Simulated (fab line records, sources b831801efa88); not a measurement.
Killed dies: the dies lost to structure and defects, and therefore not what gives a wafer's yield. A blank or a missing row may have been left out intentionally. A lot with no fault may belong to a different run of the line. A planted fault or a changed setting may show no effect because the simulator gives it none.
fab line records	flow sfqLine
record lots=5	wafers=15	lastDay=91
route steps=325 shown I7@301 M8@311
lots that met no fault: taken from a fault-free run of the same line
startH: hours from the record's first day to the start of the lot's first wafer shown	waitH: hours from the lot's prior step to this one	" same as the row above	L1.1+2: a row that stands for several wafers	- no value present, or no start provided	* or withheld: withheld	< > ~ a bound
route shown NAME@n: NAME is a module with steps in the file, n the number in the route of the first one	usual: average and standard deviation across the fault-free wafers	same: alike in all rows	chamber/n: place in a boat	sites: readings site by site	_std_site: their standard deviation	_edge_site: inner sites' mean taken away from outer sites' mean	radiusMm: for every site, how far away it sits from the centre of the wafer	mask NAME#n: copy n	behind: tool/chamber where the wafer was last shaped	hold: why the lot went on hold/how many hours it stayed there/how the hold came to an end	device: the n, p or np transistor that did not switch	end of line: the route-end tests of the same wafers	a step without rows: its recipe alone	killed: dies lost to structure and defects at the first sort, not the wafer's yield	map: per-die view of a wafer (x killed, . not killed, _ where there is no die)
set.NAME: the setting the step ran with; set.NAME@STEP: the setting that earlier step ran with	model.NAME: the simulator's own value behind a step, which no gauge read
lots at some steps of the route; a table a step, a row a wafer
services: the hour from which a tool's chamber was out of use, counted from the record's first day as startH (under 0 if before that day), plus the number of hours and why
## steps
# step SFQ_TRILAYER_I7_VIA_LITHO_COAT_187
# recipe resist=KrF	spinRpm=3000	resistThkNm=644.3
lot.wafer	tool	chamber	startH	waitH
L085.1+3+5	lithoTrack-04	0	1996.60	0.2
L088.3+4+6	lithoTrack-03	0	2011.01	0.2
L091.2+3+5	lithoTrack-03	0	2020.73	0.2
L094.1+3+5	lithoTrack-03	0	2041.75	0.2
L097.1+4+6	lithoTrack-04	0	2047.75	0.2
# step SFQ_TRILAYER_I7_VIA_LITHO_SOFTBAKE_191
# recipe tempC=withheld	timeS=withheld	resist=KrF
lot.wafer	tool	chamber	startH	waitH
L085.1+3+5	lithoTrack-04	0	1996.90	0.2
L088.3+4+6	lithoTrack-03	0	2011.26	0.2
L091.2+3+5	lithoTrack-03	0	2021.01	0.2
L094.1+3+5	lithoTrack-03	0	2042.05	0.2
L097.1+4+6	lithoTrack-04	0	2048.05	0.2
# step SFQ_TRILAYER_I7_VIA_LITHO_EXPOSE_188
# recipe maskId=I7	na=0.6	sourceShape=conventional	sigmaOuter=0.65	targetCdNm=1000	doseMj=21.3
# same na=0.6
lot.wafer	tool	chamber	startH	waitH	mask
L085.1+3+5	krfScanner-01	0	1997.05	-	I7#0
L088.3+4+6	krfScanner-01	0	2011.76	-	I7#0
L091.2+3+5	krfScanner-01	0	2081.98	-	I7#0
L094.1+3+5	krfScanner-01	0	2103.40	-	I7#0
L097.1+4+6	krfScanner-01	0	2109.40	-	I7#0
# step SFQ_TRILAYER_I7_VIA_LITHO_PEB_190
# recipe pebTempC=115	pebTimeS=60	resist=KrF
# usual heaterPowerTotalW=79.15/0.064
lot.wafer	tool	chamber	startH	waitH	heaterPowerTotalW
L085.1	lithoTrack-04	0	1998.25	1.0	79.11
L085.3	"	0	"	"	79.04
L085.5	"	0	"	"	79.24
L088.3	lithoTrack-04	0	2012.61	0.7	79.13
L088.4	"	0	"	"	79.24
L088.6	"	0	"	"	79.22
L091.2	lithoTrack-03	0	2083.01	0.8	78.99
L091.3	"	0	"	"	79.14
L091.5	"	0	"	"	79.22
L094.1	lithoTrack-02	0	2104.60	1.0	79.19
L094.3	"	0	"	"	79.12
L094.5	"	0	"	"	79.26
L097.1	lithoTrack-02	0	2110.60	1.0	79.07
L097.4	"	0	"	"	79.24
L097.6	"	0	"	"	79.05
# step SFQ_TRILAYER_I7_VIA_LITHO_DEVELOP_189
# recipe timeS=60	resist=KrF
lot.wafer	tool	chamber	startH	waitH
L085.1+3+5	lithoTrack-04	0	1998.40	0.1
L088.3+4+6	lithoTrack-04	0	2012.76	0.1
L091.2+3+5	lithoTrack-03	0	2083.16	0.1
L094.1+3+5	lithoTrack-02	0	2104.75	0.1
L097.1+4+6	lithoTrack-02	0	2110.75	0.1
# step SFQ_I7_OVL_MEAS_947
# usual I7_OVL=-3/5.9
lot.wafer	tool	chamber	startH	waitH	I7_OVL[nm]
L085.1	overlay-01	-	1998.55	0.1	0
L085.3	"	-	"	"	4
L085.5	"	-	"	"	1
L088.3	overlay-01	-	2012.87	0.1	-3
L088.4	"	-	"	"	-1
L088.6	"	-	"	"	-8
L091.2	overlay-02	-	2083.29	0.1	-2
L091.3	"	-	"	"	-7
L091.5	"	-	"	"	-3
L094.1	overlay-01	-	2104.90	0.1	-5
L094.3	"	-	"	"	-12
L094.5	"	-	"	"	-6
L097.1	overlay-01	-	2110.90	0.1	3
L097.4	"	-	"	"	7
L097.6	"	-	"	"	2
# step SFQ_TRILAYER_I7_VIA_BARC_OPEN_VIA_ETCH_260
# recipe maskMaterial=PR	chemistry=O2	targetDepthNm=125	target=BARC	sourceW=511.5	biasW=80	pressureMtorr=30	timeS=41.7
# usual chamberPressureMTorr=30.004/0.03	drypumpMotorCurrentA=5.8/0.51	oesProductAu=0.685/0.0043
lot.wafer	tool	chamber	startH	waitH	chamberPressureMTorr	drypumpMotorCurrentA	oesProductAu	rfHoursCounterH
L085.1	rieDiel-03	0	1998.59	0.0	29.964	5.8	0.683	15
L085.3	"	3	"	"	30.024	5.9	0.680	19
L085.5	"	0	"	"	30.006	5.8	0.682	-
L088.3	rieDiel-01	2	2012.90	0.0	30.007	6.5	0.686	4
L088.4	"	3	"	"	30.017	6.2	0.686	4
L088.6	"	0	"	"	29.986	6.0	0.687	-
L091.2	rieDiel-01	1	2083.32	0.0	29.988	6.0	0.691	20
L091.3	"	2	"	"	29.981	6.5	0.689	5
L091.5	"	3	"	"	29.989	6.2	0.687	-
L094.1	rieDiel-03	0	2104.93	0.0	29.963	5.7	0.681	17
L094.3	"	3	"	"	29.974	5.9	0.684	19
L094.5	"	1	"	"	30.021	4.9	0.690	-
L097.1	rieDiel-01	3	2110.93	0.0	30.003	6.2	0.690	5
L097.4	"	2	"	"	30.011	6.5	0.677	5
L097.6	"	3	"	"	29.962	6.2	0.680	-
# step SFQ_TRILAYER_I7_VIA_ETCH_VIA_ETCH_190
# recipe target=SiO2	stopOn=Nb	maskMaterial=PR	taperDeg=20	chemistry=CHF3	targetDepthNm=260	sourceW=500	biasW=80	pressureMtorr=30	timeS=withheld
# usual chamberPressureMTorr=29.998/0.026	drypumpMotorCurrentA=5.8/0.51	oesProductAu=0.855/0.0055
lot.wafer	tool	chamber	startH	waitH	chamberPressureMTorr	drypumpMotorCurrentA	oesProductAu
L085.1	rieDiel-03	0	1998.62	0.0	30.026	5.7	0.856
L085.3	"	3	"	"	29.987	5.9	0.860
L085.5	"	0	"	"	30.017	5.7	0.853
L088.3	rieDiel-01	2	2012.94	0.0	30.040	6.4	0.861
L088.4	"	3	"	"	30.012	6.1	0.853
L088.6	"	0	"	"	29.957	6.0	0.845
L091.2	rieDiel-01	1	2083.36	0.0	30.003	6.0	0.863
L091.3	"	2	"	"	29.977	6.4	0.850
L091.5	"	3	"	"	30.036	6.2	0.860
L094.1	rieDiel-03	0	2104.97	0.0	30.019	5.7	0.860
L094.3	"	3	"	"	29.994	5.9	0.849
L094.5	"	1	"	"	29.974	4.9	0.860
L097.1	rieDiel-01	3	2110.97	0.0	30.015	6.2	0.853
L097.4	"	2	"	"	30.022	6.4	0.852
L097.6	"	3	"	"	29.993	6.2	0.862
# step SFQ_TRILAYER_I7_VIA_STRIP_STRIP_191
# recipe gas=O2	powerW=200	platenTempC=40	overashFraction=0.65	chemistry=O2	pressureMtorr=50
# usual chamberPressureMTorr=50.00/0.046	drypumpMotorCurrentA=5.9/0.54	heBacksideLeakSccm=3.52/0.27	oesProductAu=1.002/0.0098
# same overashFraction=0.65
lot.wafer	tool	chamber	startH	waitH	chamberPressureMTorr	drypumpMotorCurrentA	heBacksideLeakSccm	oesProductAu	rfHoursCounterH
L085.1	rieMetal-04	1	1998.74	-	50.02	6.2	3.35	1.019	77
L085.3	"	1	"	"	49.97	6.2	3.49	1.016	-
L085.5	"	1	"	"	50.02	6.2	3.36	1.016	-
L088.3	rieMetal-01	0	2013.45	-	49.90	5.5	3.83	0.998	-
L088.4	"	0	"	"	49.99	5.5	3.81	0.996	-
L088.6	"	0	"	"	50.01	5.5	3.77	0.994	-
L091.2	rieMetal-01	0	2083.47	-	50.01	5.5	3.63	0.999	86
L091.3	"	1	"	"	49.97	6.6	3.16	0.982	-
L091.5	"	1	"	"	50.00	6.6	3.16	0.995	-
L094.1	rieMetal-01	0	2105.08	-	49.91	5.5	3.74	1.001	89
L094.3	"	1	"	"	49.97	6.5	3.06	0.998	-
L094.5	"	0	"	"	50.03	5.5	3.85	1.006	-
L097.1	rieMetal-02	0	2111.08	-	50.03	6.3	3.27	0.998	42
L097.4	"	0	"	"	50.10	6.3	3.20	0.998	-
L097.6	"	0	"	"	50.06	6.3	3.43	0.998	-
# step SFQ_TRILAYER_I7_VIA_STRIP_SOLV_CLEAN_192
# recipe chemistry=NMP	tempC=70	timeS=600
# usual bathHeatDutyPct=13.8/1.6
lot.wafer	tool	chamber	startH	waitH	bathHeatDutyPct
L085.1	wetBench-04	0	1999.34	0.4	12.2
L085.3	"	6	"	"	13.4
L085.5	"	2	"	"	12.9
L088.3	wetBench-01	0	2014.25	0.6	13.6
L088.4	"	6	"	"	14.9
L088.6	"	1	"	"	12.6
L091.2	wetBench-01	4	2084.07	0.4	15.8
L091.3	"	1	"	"	11.5
L091.5	"	0	"	"	13.4
L094.1	wetBench-01	0	2105.68	0.4	13.9
L094.3	"	4	"	"	15.2
L094.5	"	3	"	"	10.6
L097.1	wetBench-02	2	2111.68	0.4	16.2
L097.4	"	1	"	"	12.1
L097.6	"	0	"	"	16.0
# step SFQ_TRILAYER_M8_LITHO_LOR_COAT_197
# recipe resist=lift-off	spinRpm=3000
lot.wafer	tool	chamber	startH	waitH
L085.1+3+5	lithoTrack-01	0	1999.51	0.0
L088.3+4+6	lithoTrack-01	0	2014.52	0.1
L091.2+3+5	lithoTrack-02	0	2084.30	0.1
L094.1+3+5	lithoTrack-03	0	2105.86	0.0
L097.1+4+6	lithoTrack-01	0	2111.86	0.0
# step SFQ_TRILAYER_M8_LITHO_LOR_BAKE_198
# recipe resist=lift-off	tempC=withheld	timeS=withheld
lot.wafer	tool	chamber	startH	waitH
L085.1+3+5	lithoTrack-01	0	1999.81	0.2
L088.3+4+6	lithoTrack-01	0	2014.91	0.3
L091.2+3+5	lithoTrack-02	0	2084.64	0.3
L094.1+3+5	lithoTrack-03	0	2106.16	0.2
L097.1+4+6	lithoTrack-01	0	2112.16	0.2
# step SFQ_TRILAYER_M8_LITHO_COAT_193
# recipe resist=KrF	spinRpm=3000	resistThkNm=600
lot.wafer	tool	chamber	startH	waitH
L085.1+3+5	lithoTrack-01	0	-	-
L088.3+4+6	lithoTrack-01	0	-	-
L091.2+3+5	lithoTrack-02	0	-	-
L094.1+3+5	lithoTrack-03	0	-	-
L097.1+4+6	lithoTrack-01	0	-	-
# step SFQ_TRILAYER_M8_LITHO_SOFTBAKE_199
# recipe tempC=withheld	timeS=withheld	resist=KrF
lot.wafer	tool	chamber	startH	waitH
L085.1+3+5	lithoTrack-01	0	-	-
L088.3+4+6	lithoTrack-01	0	-	-
L091.2+3+5	lithoTrack-02	0	-	-
L094.1+3+5	lithoTrack-03	0	-	-
L097.1+4+6	lithoTrack-01	0	-	-
# step SFQ_TRILAYER_M8_LITHO_EXPOSE_194
# recipe maskId=M8	na=0.6	sourceShape=conventional	sigmaOuter=0.65	targetCdNm=2000	doseMj=14.4
# same na=0.6
lot.wafer	tool	chamber	startH	waitH	mask
L085.1+3+5	krfScanner-01	0	2001.85	-	M8#0
L088.3+4+6	krfScanner-01	0	2016.12	-	M8#0
L091.2+3+5	krfScanner-01	0	2085.75	-	M8#0
L094.1+3+5	krfScanner-02	0	2174.30	-	M8#0
L097.1+4+6	krfScanner-02	0	2182.70	-	M8#0
# step SFQ_TRILAYER_M8_LITHO_PEB_196
# recipe pebTempC=115	pebTimeS=60	resist=KrF
# usual heaterPowerTotalW=79.16/0.072
lot.wafer	tool	chamber	startH	waitH	heaterPowerTotalW
L085.1	lithoTrack-03	0	2003.05	1.0	79.18
L085.3	"	0	"	"	79.17
L085.5	"	0	"	"	79.23
L088.3	lithoTrack-02	0	2016.97	0.7	79.19
L088.4	"	0	"	"	79.07
L088.6	"	0	"	"	79.21
L091.2	lithoTrack-01	0	2086.77	0.8	79.06
L091.3	"	0	"	"	79.23
L091.5	"	0	"	"	79.13
L094.1	lithoTrack-03	0	2175.50	1.0	79.07
L094.3	"	0	"	"	79.16
L094.5	"	0	"	"	79.13
L097.1	lithoTrack-02	0	2183.90	1.0	79.21
L097.4	"	0	"	"	79.20
L097.6	"	0	"	"	79.23
# step SFQ_TRILAYER_M8_LITHO_DEVELOP_195
# recipe imgClearS=15	timeS=55	resist=KrF
lot.wafer	tool	chamber	startH	waitH
L085.1+3+5	lithoTrack-03	0	2003.20	0.1
L088.3+4+6	lithoTrack-02	0	2017.12	0.1
L091.2+3+5	lithoTrack-01	0	2086.92	0.1
L094.1+3+5	lithoTrack-03	0	2175.65	0.1
L097.1+4+6	lithoTrack-02	0	2184.05	0.1
# step SFQ_M8_OVL_MEAS_948
# usual M8_OVL=2/4.7
lot.wafer	tool	chamber	startH	waitH	M8_OVL[nm]
L085.1	overlay-01	-	2003.34	0.1	9
L085.3	"	-	"	"	10
L085.5	"	-	"	"	7
L088.3	overlay-01	-	2017.23	0.1	8
L088.4	"	-	"	"	6
L088.6	"	-	"	"	9
L091.2	overlay-01	-	2087.04	0.1	3
L091.3	"	-	"	"	-2
L091.5	"	-	"	"	5
L094.1	overlay-01	-	2175.80	0.1	0
L094.3	"	-	"	"	1
L094.5	"	-	"	"	0
L097.1	overlay-02	-	2184.20	0.1	0
L097.4	"	-	"	"	3
L097.6	"	-	"	"	7
# step SFQ_TRILAYER_M8_DEP_EVAP_197
# recipe material=Ti	angularSpreadDeg=1	targetThkNm=20	timeS=100	powerW=2000
lot.wafer	tool	chamber	startH	waitH
L085.1+3+5	pvdSputter-02	-	2003.38	0.0
L088.3+4+6	pvdSputter-01	-	2017.25	0.0
L091.2+3+5	pvdSputter-02	-	2087.07	0.0
L094.1+3+5	pvdSputter-01	-	2175.83	0.0
L097.1+4+6	pvdSputter-02	-	2184.23	0.0
# step SFQ_TRILAYER_M8_DEP_EVAP_198
# recipe material=Pt	angularSpreadDeg=1	targetThkNm=50	timeS=250	powerW=2000
lot.wafer	tool	chamber	startH	waitH
L085.1+3+5	pvdSputter-02	-	2003.45	0.0
L088.3+4+6	pvdSputter-01	-	2017.32	0.0
L091.2+3+5	pvdSputter-02	-	2087.15	0.0
L094.1+3+5	pvdSputter-01	-	2175.90	0.0
L097.1+4+6	pvdSputter-02	-	2184.31	0.0
# step SFQ_TRILAYER_M8_DEP_EVAP_196
# recipe material=Au	angularSpreadDeg=1	targetThkNm=180	timeS=869.7	powerW=2000
lot.wafer	tool	chamber	startH	waitH
L085.1+3+5	pvdSputter-02	-	2003.60	0.1
L088.3+4+6	pvdSputter-01	-	2017.48	0.1
L091.2+3+5	pvdSputter-02	-	2087.30	0.1
L094.1+3+5	pvdSputter-01	-	2176.06	0.1
L097.1+4+6	pvdSputter-02	-	2184.48	0.1
# step SFQ_M8_RS_MEAS_949
# recipe thkMeasGauge=four-point-probe	reads=Au_of_TRILAYER_M8_DEP_EVAP_196+Pt_of_TRILAYER_M8_DEP_EVAP_198+Ti_of_TRILAYER_M8_DEP_EVAP_197
# usual M8_AU_RS=0.1595/0.0021
lot.wafer	tool	chamber	startH	waitH	M8_AU_RS[ohm/sq]
L085.1	filmMetro-01	-	2004.12	0.3	0.1621
L085.3	"	-	"	"	0.1615
L085.5	"	-	"	"	0.1582
L088.3	filmMetro-04	-	2018.04	0.3	0.1580
L088.4	"	-	"	"	0.1579
L088.6	"	-	"	"	0.1561
L091.2	filmMetro-01	-	2087.84	0.3	0.1588
L091.3	"	-	"	"	0.1597
L091.5	"	-	"	"	0.1603
L094.1	filmMetro-01	-	2176.58	0.3	0.1565
L094.3	"	-	"	"	0.1585
L094.5	"	-	"	"	0.1567
L097.1	filmMetro-04	-	2185.04	0.3	0.1609
L097.4	"	-	"	"	0.1604
L097.6	"	-	"	"	0.1621
# step SFQ_M8_THK_MEAS_950
# recipe thkMeasGauge=xrf	reads=Au_of_TRILAYER_M8_DEP_EVAP_196
# usual M8_AU_THK=177.1/2.5
lot.wafer	tool	chamber	startH	waitH	M8_AU_THK[nm]
L085.1	filmMetro-01	-	2004.24	0.1	174.2
L085.3	"	-	"	"	174.7
L085.5	"	-	"	"	179.4
L088.3	filmMetro-04	-	2018.14	0.1	178.0
L088.4	"	-	"	"	177.7
L088.6	"	-	"	"	180.6
L091.2	filmMetro-01	-	2087.95	0.1	178.1
L091.3	"	-	"	"	176.7
L091.5	"	-	"	"	176.6
L094.1	filmMetro-01	-	2176.70	0.1	180.4
L094.3	"	-	"	"	178.0
L094.5	"	-	"	"	180.7
L097.1	filmMetro-04	-	2185.16	0.1	175.6
L097.4	"	-	"	"	175.0
L097.6	"	-	"	"	174.3
# step SFQ_TRILAYER_M8_LIFTOFF_LIFTOFF_197
# recipe tempC=80	timeS=600	chemistry=NMP
# usual bathHeatDutyPct=18.2/2.5
lot.wafer	tool	chamber	startH	waitH	bathHeatDutyPct
L085.1	wetBench-03	6	2004.30	0.1	18.4
L085.3	"	4	"	"	16.0
L085.5	"	5	"	"	20.2
L088.3	wetBench-02	0	2018.18	0.0	17.6
L088.4	"	6	"	"	18.6
L088.6	"	7	"	"	18.3
L091.2	wetBench-01	1	2088.00	0.0	14.9
L091.3	"	4	"	"	19.0
L091.5	"	0	"	"	18.0
L094.1	wetBench-03	2	2176.76	0.1	18.9
L094.3	"	3	"	"	13.8
L094.5	"	4	"	"	15.1
L097.1	wetBench-03	0	2185.22	0.1	20.0
L097.4	"	6	"	"	19.2
L097.6	"	1	"	"	24.7
# step SFQ_M8_BOW_MEAS_951
# recipe mode=bow
# usual M8_BOW=6/11
lot.wafer	tool	chamber	startH	waitH	M8_BOW[um]
L085.1	filmMetro-01	-	2004.65	0.0	13
L085.3	"	-	"	"	1
L085.5	"	-	"	"	13
L088.3	filmMetro-01	-	2018.39	0.0	11
L088.4	"	-	"	"	3
L088.6	"	-	"	"	3
L091.2	filmMetro-04	-	2088.19	0.0	19
L091.3	"	-	"	"	26
L091.5	"	-	"	"	9
L094.1	filmMetro-04	-	2176.93	0.0	2
L094.3	"	-	"	"	9
L094.5	"	-	"	"	5
L097.1	filmMetro-02	-	2185.39	0.0	16
L097.4	"	-	"	"	23
L097.6	"	-	"	"	29
## services
tool	chamber	startH	hours	kind
krfScanner-01	-	1973.68	1.3	pm
rieDiel-01	3	1989.13	5.6	repair
rieMetal-02	-	1991.75	14.6	pm
rieDiel-01	2	1992.79	14.8	repair
rieDiel-03	2	2002.83	5.0	repair
krfScanner-02	-	2019.40	1.3	pm
rieMetal-01	-	2035.96	0.6	repair
rieDiel-03	2	2046.57	3.2	repair
krfScanner-01	-	2068.96	3.6	pm
krfScanner-02	-	2073.23	0.8	pm
krfScanner-02	-	2078.39	0.4	repair
krfScanner-01	-	2079.56	1.0	repair
krfScanner-01	-	2082.98	1.0	pm
pvdSputter-01	-	2085.60	5.7	repair
krfScanner-02	-	2096.31	0.8	pm
pvdSputter-02	-	2118.74	7.6	repair
krfScanner-02	-	2128.38	1.0	pm
wetBench-03	-	2132.63	2.0	repair
krfScanner-01	-	2140.58	0.6	repair
krfScanner-01	-	2148.51	1.3	pm
pvdSputter-01	-	2152.50	0.7	repair
krfScanner-01	-	2157.24	1.7	repair
krfScanner-01	-	2162.42	0.8	pm
rieDiel-01	3	2166.10	8.3	repair
## key
fault none
